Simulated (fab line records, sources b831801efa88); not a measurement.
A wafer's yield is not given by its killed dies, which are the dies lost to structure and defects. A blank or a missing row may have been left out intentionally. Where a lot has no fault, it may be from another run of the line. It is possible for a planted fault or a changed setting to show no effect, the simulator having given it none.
A lot that was struck, set against a sound lot -- flow sky130 -- 24 steps out of a route of 708
Sound: wafers L274.1, L274.2, L274.3. The struck wafers were L284.1, L284.3, L284.6. The cause comes at the end.
For every step that has rows: the tool of each side, followed by ch and its chambers, followed by its first start. Under that, the readings that differ: sound wafers -- struck wafers -- difference of the means -- sigmas: that difference in standard deviations of wafers without a fault.
alike: a reading whose means differ by less than 2 such deviations, as well as words and numbers matching on both sides. not compared: withheld readings; readings where some wafer has no value; bounds like >300 that might hide an equal value; numbers whose values overlap and for which the record gives no deviation.
Wherever a step has rows on one side only, a row that says differs or no value, or a row with sigmas, the two part there. When numbers do not overlap yet have no deviation, they are printed without sigmas and do not part them. A reading that every wafer of one side lacks parts them only if that side has two wafers or more.

first, 1 step without rows for these wafers: SKY_LI_CONTACT_SPUTTER_19 (material Ti, target thk 20 nm, time 106.37 s).
SKY_LI_CONTACT_SPUTTER_20: material TiN, target thk 20 nm, time 80 s.
  sound on pvd-sputter-03 at day 29 16:28; struck on pvd-sputter-01 at day 33 05:35
  alike: throttle-valve-pct
SKY_LI_CONTACT_CVD_21: deposits W, target thk 400 nm, time 120.56 s.
  sound on cvd-w-01 ch 0,1, day 29 16:32; struck on cvd-w-02 ch 1, day 33 05:39
reading,sound,struck,difference,sigmas
heater-power-w (W),904 700 716,953 960 948,+180,+2
SKY_LI_CONTACT_RS_MEAS_22: a four-point-probe measurement.
  sound on film-metro-03 at day 29 16:40; struck on film-metro-04 at day 33 05:47
  alike: LI_CONTACT_W_RS
SKY_LI_CONTACT_THK_MEAS_23: measures by xrf.
  sound on film-metro-03 at day 29 16:47; struck on film-metro-04 at day 33 05:54
  alike: LI_CONTACT_W_THK
SKY_LI_CONTACT_CMP_24: polishes, stops on PSG, t overpolish 20 s, target thk 0 nm.
  sound on cmp-02 ch 0,1,2, day 29 16:50; struck on cmp-01 ch 0,1,3, day 33 06:04
  alike: head-pressure-psi, motor-current-A, overpolish-run-s, time-to-endpoint-s
SKY_LOCAL_INTERCONNECT_SPUTTER_00: material TiN, target thk 100 nm, time 83.3 s.
  sound on pvd-sputter-01 at day 29 17:08; struck on pvd-sputter-04 at day 33 06:16
  alike: throttle-valve-pct
SKY_LOCAL_INTERCONNECT_RS_MEAS_01: a four-point-probe measurement.
  sound on film-metro-03 at day 29 17:12; struck on film-metro-01 at day 33 06:19
  alike: LOCAL_INTERCONNECT_TIN_RS
SKY_LOCAL_INTERCONNECT_THK_MEAS_02: measures by xrf.
  sound on film-metro-03 at day 29 17:19; struck on film-metro-01 at day 33 06:26
  alike: LOCAL_INTERCONNECT_TIN_THK
then, 3 steps without rows for these wafers: SKY_LOCAL_INTERCONNECT_DEHYDRATE_03 (time 60 s); SKY_LOCAL_INTERCONNECT_HMDS_04 (prime time 60 s); SKY_LOCAL_INTERCONNECT_COAT_05 (resist thk 60 nm).
SKY_LOCAL_INTERCONNECT_COAT_06: resist thk 450 nm.
  sound on litho-track-04 ch 0, day 30 07:00; struck on litho-track-04 ch 0, day 33 19:00
reading,sound,struck,difference,sigmas
model.KrF-thick_of_LOCAL_INTERCONNECT_COAT_06.thk-nm (nm),450 450.8 449.1,401.9 400.4 399.5,-49.4,
  alike: chill-plate-temp-C
then, 4 steps without rows for these wafers: SKY_LOCAL_INTERCONNECT_SOFTBAKE_07 (time 90 s); SKY_LOCAL_INTERCONNECT_EXPOSE_08 (exposes mask LI1M, target cd 170 nm); SKY_LOCAL_INTERCONNECT_PEB_09; SKY_LOCAL_INTERCONNECT_DEVELOP_10 (develop time 60 s).
SKY_LOCAL_INTERCONNECT_CD_MEAS_11: target cd 170 nm.
  sound on cd-sem-01 at day 30 21:12; struck on cd-sem-02 at day 34 09:07
  alike: cd-nm
SKY_LOCAL_INTERCONNECT_OVL_MEAS_12:
  sound on overlay-01 at day 30 21:19; struck on overlay-02 at day 34 09:14
  alike: LOCAL_INTERCONNECT_OVL
SKY_LOCAL_INTERCONNECT_ETCH_13: etches BARC in N2/H2, stops on SiO2, time 45.9 s, target depth 60 nm.
  sound on rie-metal-02 ch 0, day 30 21:22; struck on rie-metal-01 ch 0, day 34 09:17
  alike: drypump-motor-current-A, n2-flow-sccm, oes-product-au, throttle-valve-pct
  not compared: rf-hours-counter-h
SKY_LOCAL_INTERCONNECT_METAL_ETCH_14: etches TiN in Cl2/BCl3, stops on PSG, target depth 110 nm, time 31.4 s.
  sound on rie-metal-02 ch 0, day 30 21:29; struck on rie-metal-01 ch 0, day 34 09:20
reading,sound,struck,difference,sigmas
model.KrF-thick_of_LOCAL_INTERCONNECT_COAT_06.thk-nm (nm),350 350.5 348.7,301.9 299.8 298.9,-49.5,
  alike: drypump-motor-current-A, oes-product-au, throttle-valve-pct
  not compared: rf-hours-counter-h
SKY_LOCAL_INTERCONNECT_STRIP_15: strips in O2/N2.
  sound on plasma-asher-03 ch 0,1, day 30 21:35; struck on plasma-asher-03 ch 0,1, day 34 09:23
reading,sound,struck,difference,sigmas
oes-product-au (a.u.),0.415 0.433 0.434,0.407 0.413 0.406,-0.019,-4
strip-time-to-endpoint-s (s),4.736 4.740 4.726,4.216 4.207 4.205,-0.525,-22
  alike: drypump-motor-current-A, n2-flow-sccm
  not compared: rf-hours-counter-h
then, 1 step without rows for these wafers: SKY_LOCAL_INTERCONNECT_STRIP_16 (strips in post etch residue remover, time 1200 s).
-- the record jumps here: 14 days lie between the struck wafers' starts before and after (it left off in module LOCAL_INTERCONNECT and takes up again in module PAD_OPEN, whose first step shown is number 708 of the route) --
SKY_PAD_OPEN_PROBE_99:
  only the struck wafers here have rows in the record (prober-01, day 48 11:34); the sound ones have none

WHERE THEY PART
First at SKY_LI_CONTACT_CVD_21; last, within this record, at SKY_PAD_OPEN_PROBE_99.

WHY: whatever the simulator had introduced
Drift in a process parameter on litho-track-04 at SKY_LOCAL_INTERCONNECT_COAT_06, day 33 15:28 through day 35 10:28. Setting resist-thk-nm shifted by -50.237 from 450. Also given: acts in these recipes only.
